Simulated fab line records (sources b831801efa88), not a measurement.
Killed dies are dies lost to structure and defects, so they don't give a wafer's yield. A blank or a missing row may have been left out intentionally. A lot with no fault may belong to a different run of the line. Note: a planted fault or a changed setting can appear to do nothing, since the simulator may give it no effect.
fab line records	flow sfq-line
record lots=7	wafers=21	last-day=87
route steps=325 shown L0@9 L0V@16
lots that met no fault: from a run of the same line without faults
start-h: hours from the record's opening day to when the first of the lot's shown wafers began	wait-h: hours since the lot's step before	" unchanged from the row above	L1.1+2: one row covering several wafers at once	- either no value or no given start	* or withheld: withheld	< > ~ a bound
route shown NAME@n: NAME is a module with steps in the file, n the number in the route of the first one	usual: mean and standard deviation over wafers with no fault	same: alike in all rows	chamber/n: place in a boat	sites: readings site by site	_std_site: the values' standard deviation	_edge_site: the outer-site mean with the inner-site mean subtracted	radius-mm: for every site, how far away it sits from the centre of the wafer	mask NAME#n: copy n	behind: the most recent tool/chamber to have shaped the wafer	hold: cause of the lot's hold/its duration in hours/its outcome	device: whichever transistor did not switch (one of n, p or np)	end of line: at the end of the route, the tests of the same wafers	for a step that has no rows: nothing shown but its recipe	killed: dies that structure and defects cost at the first sort, which is not the same as the wafer's yield	map: shows each die of a wafer: x if killed, . if not, _ if none is there
set.NAME: the run value of the setting; set.NAME@STEP: its run value at that earlier step	model.NAME: the simulator's own value behind a step, which no gauge read
lots at selected steps of the route; one table per step, one row per wafer
services: a tool's chamber out of use, with start hour (start-h, from the record's first day; less than 0 if before it), hours out, and reason
## steps
# step SFQ_TRILAYER_L0_LITHO_EXPOSE_006
# recipe mask-id=L0	na=0.6	source-shape=conventional	sigma-outer=0.65	target-cd-nm=2000	dose-mj=14.4
# step SFQ_TRILAYER_L0_LITHO_PEB_008
# recipe peb-temp-c=114.4	peb-time-s=60	resist=KrF
# step SFQ_TRILAYER_L0_LITHO_DEVELOP_007
# recipe time-s=60	resist=KrF
# step SFQ_TRILAYER_L0_BARC_OPEN_METAL_ETCH_010
# recipe mask-material=PR	chemistry=O2	target-depth-nm=125	target=BARC	icp-w=600	bias-w=80	pressure-mtorr=10	time-s=41.7
# usual drypump-motor-current-A=5.7/0.43	oes-product-au=0.687/0.0044
lot.wafer	tool	chamber	start-h	wait-h	drypump-motor-current-A	oes-product-au	rf-hours-counter-h
L118.1	rie-metal-04	0	118.00	0.1	5.8	0.693	0
L118.2	"	0	"	"	5.8	0.687	-
L118.5	"	0	"	"	5.8	0.684	-
L124.1	rie-metal-03	0	146.93	0.1	5.9	0.692	25
L124.3	"	1	"	"	6.4	0.685	-
L124.6	"	1	"	"	6.4	0.686	-
L125.1	rie-metal-02	1	151.73	0.1	5.4	0.684	89
L125.2	"	0	"	"	5.1	0.688	128
L125.5	"	0	"	"	5.1	0.693	-
L126.1	rie-metal-02	0	155.33	0.1	5.1	0.698	128
L126.3	"	0	"	"	5.1	0.692	-
L126.4	"	1	"	"	5.4	0.683	-
L127.3	rie-metal-04	0	161.35	0.1	5.8	0.687	-
L127.4	"	1	"	"	6.0	0.687	-
L127.6	"	1	"	"	6.0	0.680	-
L128.2	rie-metal-04	0	166.13	0.1	5.8	0.684	11
L128.5	"	1	"	"	6.0	0.681	-
L128.6	"	0	"	"	5.8	0.689	-
L131.3	rie-metal-02	1	187.47	0.1	5.4	0.686	-
L131.4	"	0	"	"	5.0	0.686	-
L131.5	"	0	"	"	5.1	0.696	-
# step SFQ_TRILAYER_L0_ETCH_METAL_ETCH_008
# recipe target=MoNx_KI	stop-on=SiO2	mask-material=PR	chemistry=SF6/O2	target-depth-nm=50	icp-w=600	bias-w=80	pressure-mtorr=10	time-s=25
# usual drypump-motor-current-A=5.7/0.43	oes-product-au=0.872/0.007
lot.wafer	tool	chamber	start-h	wait-h	drypump-motor-current-A	oes-product-au	rf-hours-counter-h
L118.1	rie-metal-04	0	118.12	0.1	5.8	0.875	0
L118.2	"	0	"	"	5.8	0.876	-
L118.5	"	0	"	"	5.8	0.880	-
L124.1	rie-metal-03	0	146.99	0.0	6.0	0.865	25
L124.3	"	1	"	"	6.4	0.863	-
L124.6	"	1	"	"	6.4	0.872	-
L125.1	rie-metal-02	1	151.79	0.0	5.4	0.871	90
L125.2	"	0	"	"	5.1	0.872	128
L125.5	"	0	"	"	5.1	0.875	-
L126.1	rie-metal-02	0	155.39	0.0	5.1	0.863	128
L126.3	"	0	"	"	5.1	0.866	-
L126.4	"	1	"	"	5.4	0.868	-
L127.3	rie-metal-04	0	161.40	0.0	5.8	0.863	-
L127.4	"	1	"	"	6.0	0.870	-
L127.6	"	1	"	"	6.0	0.858	-
L128.2	rie-metal-04	0	166.19	0.0	5.8	0.863	11
L128.5	"	1	"	"	6.0	0.864	-
L128.6	"	0	"	"	5.8	0.867	-
L131.3	rie-metal-02	1	187.52	0.0	5.4	0.881	-
L131.4	"	0	"	"	5.0	0.879	-
L131.5	"	0	"	"	5.1	0.878	-
# step SFQ_TRILAYER_L0_STRIP_STRIP_009
# recipe gas=O2	power-w=200	platen-temp-c=40	overash-fraction=0.65	chemistry=O2	pressure-mtorr=50
# usual drypump-motor-current-A=5.7/0.42	oes-product-au=1.000/0.011
lot.wafer	tool	chamber	start-h	wait-h	drypump-motor-current-A	oes-product-au	rf-hours-counter-h
L118.1	rie-metal-04	0	118.21	0.1	5.8	0.998	0
L118.2	"	0	"	"	5.8	0.998	-
L118.5	"	0	"	"	5.8	1.004	-
L124.1	rie-metal-03	0	147.03	0.0	6.0	1.008	25
L124.3	"	1	"	"	6.4	1.015	-
L124.6	"	1	"	"	6.4	1.018	-
L125.1	rie-metal-02	1	151.83	0.0	5.4	1.000	90
L125.2	"	0	"	"	5.1	0.987	128
L125.5	"	0	"	"	5.0	0.986	-
L126.1	rie-metal-02	0	155.43	0.0	5.1	1.000	128
L126.3	"	0	"	"	5.1	0.994	-
L126.4	"	1	"	"	5.4	0.990	-
L127.3	rie-metal-04	0	161.63	0.2	5.8	1.005	-
L127.4	"	1	"	"	6.0	1.000	-
L127.6	"	1	"	"	6.0	0.999	-
L128.2	rie-metal-04	0	166.23	0.0	5.8	0.996	11
L128.5	"	1	"	"	6.0	0.998	-
L128.6	"	0	"	"	5.8	0.992	-
L131.3	rie-metal-02	1	187.75	0.2	5.4	0.996	-
L131.4	"	0	"	"	5.1	0.998	-
L131.5	"	0	"	"	5.1	0.995	-
# step SFQ_TRILAYER_L0_STRIP_SOLV_CLEAN_010
# recipe chemistry=NMP	temp-c=70	time-s=600
# step SFQ_TRILAYER_L0_CAP_PECVD_011
# recipe material=SiO2	temp-c=150	time-s=13.333	pressure-torr=2.4	rf-w=183.3	precursor=SiH4/N2O	target-thk-nm=60
# usual heater-power-w=84/8.9	throttle-valve-pct=25.1/1.7
lot.wafer	tool	chamber	start-h	wait-h	heater-power-w	throttle-valve-pct
L118.1	pecvd-03	1	119.59	0.0	92	26.2
L118.2	"	0	"	"	74	23.0
L118.5	"	1	"	"	95	25.9
L124.1	pecvd-03	2	147.81	0.0	81	27.6
L124.3	"	0	"	"	80	23.1
L124.6	"	2	"	"	82	28.0
L125.1	pecvd-02	2	152.61	0.0	83	23.5
L125.2	"	0	"	"	91	25.5
L125.5	"	1	"	"	86	22.5
L126.1	pecvd-04	0	156.21	0.0	80	25.4
L126.3	"	1	"	"	75	25.8
L126.4	"	2	"	"	79	26.3
L127.3	pecvd-02	2	162.21	0.0	71	23.4
L127.4	"	2	"	"	71	23.1
L127.6	"	1	"	"	102	22.6
L128.2	pecvd-03	2	167.01	0.0	89	28.1
L128.5	"	0	"	"	82	23.3
L128.6	"	1	"	"	99	26.1
L131.3	pecvd-03	1	188.33	0.0	85	26.1
L131.4	"	2	"	"	78	28.5
L131.5	"	1	"	"	85	26.0
# step SFQ_TRILAYER_L0_VIA_LITHO_COAT_018
# recipe resist=BARC	spin-rpm=3000	resist-thk-nm=62
# step SFQ_TRILAYER_L0_VIA_LITHO_COAT_013
# recipe resist=KrF	spin-rpm=3000	resist-thk-nm=650
# step SFQ_TRILAYER_L0_VIA_LITHO_SOFTBAKE_017
# recipe temp-c=withheld	time-s=withheld	resist=KrF
# step SFQ_TRILAYER_L0_VIA_LITHO_EXPOSE_014
# recipe mask-id=L0V	na=0.6	source-shape=conventional	sigma-outer=0.65	target-cd-nm=700	dose-mj=21.3
# step SFQ_TRILAYER_L0_VIA_LITHO_PEB_016
# recipe peb-temp-c=115	peb-time-s=60	resist=KrF
# usual exhaust-pa=45.1/0.82	plate-temp-C=114.97/0.14
lot.wafer	tool	chamber	start-h	wait-h	exhaust-pa	plate-temp-C
L118.1	litho-track-02	0	206.27	1.0	46.0	114.78
L118.2	"	0	"	"	46.6	114.95
L118.5	"	0	"	"	45.6	115.02
L124.1	litho-track-03	0	236.37	1.0	45.2	114.88
L124.3	"	0	"	"	44.6	114.95
L124.6	"	0	"	"	43.6	114.86
L125.1	litho-track-03	0	243.57	1.0	44.7	114.72
L125.2	"	0	"	"	45.3	114.91
L125.5	"	0	"	"	44.6	114.94
L126.1	litho-track-03	0	244.77	1.0	44.7	115.06
L126.3	"	0	"	"	45.3	115.15
L126.4	"	0	"	"	44.6	115.19
L127.3	litho-track-03	0	252.02	0.7	46.0	114.73
L127.4	"	0	"	"	44.8	114.74
L127.6	"	0	"	"	45.8	114.83
L128.2	litho-track-01	0	256.80	0.8	44.8	115.09
L128.5	"	0	"	"	44.8	115.05
L128.6	"	0	"	"	44.3	114.99
L131.3	litho-track-02	0	276.01	0.7	45.7	114.89
L131.4	"	0	"	"	46.2	115.05
L131.5	"	0	"	"	44.8	114.86
# step SFQ_TRILAYER_L0_VIA_LITHO_DEVELOP_015
# recipe time-s=60	resist=KrF
# step SFQ_L0V_OVL_MEAS_903
# usual L0V_OVL=0/4
lot.wafer	tool	chamber	start-h	wait-h	L0V_OVL[nm]
L118.1	overlay-02	-	206.57	0.1	-4
L118.2	"	-	"	"	0
L118.5	"	-	"	"	-7
L124.1	overlay-02	-	236.67	0.1	-2
L124.3	"	-	"	"	-2
L124.6	"	-	"	"	3
L125.1	overlay-02	-	243.87	0.1	5
L125.2	"	-	"	"	0
L125.5	"	-	"	"	-3
L126.1	overlay-02	-	245.07	0.1	-2
L126.3	"	-	"	"	-4
L126.4	"	-	"	"	-2
L127.3	overlay-02	-	252.28	0.1	0
L127.4	"	-	"	"	-9
L127.6	"	-	"	"	-1
L128.2	overlay-02	-	257.08	0.1	-3
L128.5	"	-	"	"	-5
L128.6	"	-	"	"	-10
L131.3	overlay-02	-	276.27	0.1	0
L131.4	"	-	"	"	4
L131.5	"	-	"	"	2
# step SFQ_TRILAYER_L0_VIA_BARC_OPEN_VIA_ETCH_021
# recipe mask-material=PR	chemistry=O2	target-depth-nm=125	target=BARC	source-w=500	bias-w=80	pressure-mtorr=30	time-s=41.7
# usual drypump-motor-current-A=6.0/0.52	oes-product-au=0.685/0.005
lot.wafer	tool	chamber	start-h	wait-h	drypump-motor-current-A	oes-product-au	rf-hours-counter-h	model.L0V.cd-nm
L118.1	rie-diel-03	3	206.61	0.0	6.2	0.688	94	697.6
L118.2	"	0	"	"	5.7	0.690	4	698.1
L118.5	"	0	"	"	5.7	0.692	-	698.4
L124.1	rie-diel-03	0	236.71	0.0	5.7	0.688	4	698.4
L124.3	"	1	"	"	6.2	0.687	1	697.1
L124.6	"	2	"	"	6.3	0.684	-	698.9
L125.1	rie-diel-04	0	243.91	0.0	5.1	0.685	116	732.7
L125.2	"	1	"	"	6.7	0.684	7	730.8
L125.5	"	3	"	"	5.9	0.679	-	729.8
L126.1	rie-diel-02	0	245.11	0.0	6.1	0.680	86	730.2
L126.3	"	2	"	"	6.4	0.684	64	731.3
L126.4	"	1	"	"	5.0	0.686	127	729.7
L127.3	rie-diel-03	1	252.31	0.0	6.2	0.686	1	730.9
L127.4	"	2	"	"	6.3	0.685	83	730.9
L127.6	"	3	"	"	6.2	0.688	-	729.9
L128.2	rie-diel-02	3	257.11	0.0	6.3	0.687	74	700
L128.5	"	3	"	"	6.3	0.683	-	701.6
L128.6	"	0	"	"	6.1	0.686	-	698.4
L131.3	rie-diel-04	3	276.30	0.0	5.8	0.678	67	698.7
L131.4	"	0	"	"	5.1	0.682	116	700.8
L131.5	"	1	"	"	6.6	0.693	-	698.9
# step SFQ_TRILAYER_L0_VIA_ETCH_VIA_ETCH_016
# recipe target=SiO2	stop-on=MoNx_KI	mask-material=PR	chemistry=CHF3	target-depth-nm=80	source-w=500	bias-w=80	pressure-mtorr=30	time-s=withheld
# usual drypump-motor-current-A=6.0/0.52	oes-product-au=0.841/0.007
lot.wafer	tool	chamber	start-h	wait-h	drypump-motor-current-A	oes-product-au	model.L0V.cd-nm
L118.1	rie-diel-03	3	206.65	0.0	6.3	0.837	697.4
L118.2	"	0	"	"	5.7	0.843	698.5
L118.5	"	0	"	"	5.7	0.838	698.7
L124.1	rie-diel-03	0	236.75	0.0	5.8	0.844	698.3
L124.3	"	1	"	"	6.2	0.836	697.3
L124.6	"	2	"	"	6.3	0.838	699.3
L125.1	rie-diel-04	0	243.95	0.0	5.1	0.837	733.4
L125.2	"	1	"	"	6.6	0.845	730.2
L125.5	"	3	"	"	5.8	0.844	728.9
L126.1	rie-diel-02	0	245.15	0.0	6.1	0.843	730.6
L126.3	"	2	"	"	6.4	0.846	731
L126.4	"	1	"	"	5.0	0.840	729.5
L127.3	rie-diel-03	1	252.35	0.0	6.2	0.833	730.9
L127.4	"	2	"	"	6.3	0.849	731.3
L127.6	"	3	"	"	6.2	0.854	730
L128.2	rie-diel-02	3	257.15	0.0	6.3	0.855	700.1
L128.5	"	3	"	"	6.3	0.840	701.7
L128.6	"	0	"	"	6.1	0.843	699.1
L131.3	rie-diel-04	3	276.34	0.0	5.9	0.846	697.7
L131.4	"	0	"	"	5.1	0.856	701.4
L131.5	"	1	"	"	6.7	0.841	699
# step SFQ_TRILAYER_L0_VIA_STRIP_STRIP_017
# recipe gas=O2	power-w=200	platen-temp-c=40	overash-fraction=0.65	chemistry=O2	pressure-mtorr=50
# usual drypump-motor-current-A=6.04/0.23	oes-product-au=1.002/0.0089
lot.wafer	tool	chamber	start-h	wait-h	drypump-motor-current-A	oes-product-au	rf-hours-counter-h
L118.1	rie-metal-01	0	206.69	-	6.08	0.992	180
L118.2	"	1	"	"	5.97	0.998	53
L118.5	"	1	"	"	5.97	0.998	-
L124.1	rie-metal-01	1	236.79	-	5.97	0.998	61
L124.3	"	1	"	"	6.02	0.999	-
L124.6	"	1	"	"	5.99	1.011	-
L125.1	rie-metal-01	1	243.99	-	5.97	0.999	63
L125.2	"	1	"	"	5.99	0.992	-
L125.5	"	1	"	"	5.99	0.986	-
L126.1	rie-metal-03	0	245.19	-	5.96	1.008	45
L126.3	"	0	"	"	5.95	1.013	-
L126.4	"	0	"	"	5.97	1.002	-
L127.3	rie-metal-03	0	252.59	-	5.96	0.993	-
L127.4	"	1	"	"	6.39	1.002	-
L127.6	"	0	"	"	5.95	1.006	-
L128.2	rie-metal-03	0	257.19	-	5.96	1.010	48
L128.5	"	0	"	"	5.97	1.009	-
L128.6	"	1	"	"	6.40	0.998	-
L131.3	rie-metal-01	0	276.58	-	6.10	0.999	-
L131.4	"	1	"	"	6.01	0.999	-
L131.5	"	0	"	"	6.09	0.993	-
## services
tool	chamber	start-h	hours	kind
rie-diel-02	3	95.37	3.6	repair
rie-metal-01	-	104.07	2.8	pm
rie-diel-03	-	108.65	8.1	repair
rie-diel-03	2	110.64	11.4	repair
rie-metal-01	0	111.21	1.4	repair
rie-metal-02	0	116.54	8.7	repair
pecvd-03	0	128.53	2.0	repair
rie-metal-04	0	131.30	3.0	repair
rie-metal-01	1	135.19	2.8	repair
rie-diel-04	2	139.24	8.1	repair
rie-diel-04	3	140.78	9.9	repair
rie-diel-02	-	145.10	14.6	pm
rie-metal-02	-	153.17	1.6	repair
rie-diel-04	-	160.34	1.2	repair
rie-diel-02	0	163.48	14.8	repair
rie-diel-04	-	179.08	0.1	repair
rie-diel-02	2	192.92	5.5	repair
pecvd-03	-	194.25	14.0	pm
rie-metal-02	-	225.38	2.8	pm
rie-metal-04	-	239.81	0.2	repair
rie-metal-04	-	241.08	2.8	pm
rie-metal-02	0	241.28	104.0	repair
rie-diel-03	0	256.66	6.5	repair
rie-diel-04	-	266.39	2.8	pm
## key
first-sign none at tools or gauges
model-effect step=SFQ_TRILAYER_L0_VIA_BARC_OPEN_VIA_ETCH_021	value=L0V.cd-nm	without=699.5	struck=730.7
model-effect step=SFQ_TRILAYER_L0_VIA_ETCH_VIA_ETCH_016	value=L0V.cd-nm	without=699.5	struck=730.7
met-at SFQ_TRILAYER_L0_VIA_LITHO_PEB_016
struck-wafers L125.1,L125.2,L125.5,L126.1,L126.3,L126.4,L127.3,L127.4,L127.6
onset-between 236.37 243.57
fault kind=process-parameter-drift	tool=litho-track-03	chamber=-	onset-h=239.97	steps=SFQ_TRILAYER_L0_VIA_LITHO_PEB_016	channel=peb-time-s	offset=*	shape=step	end-h=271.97	acts-in=*	stated=*
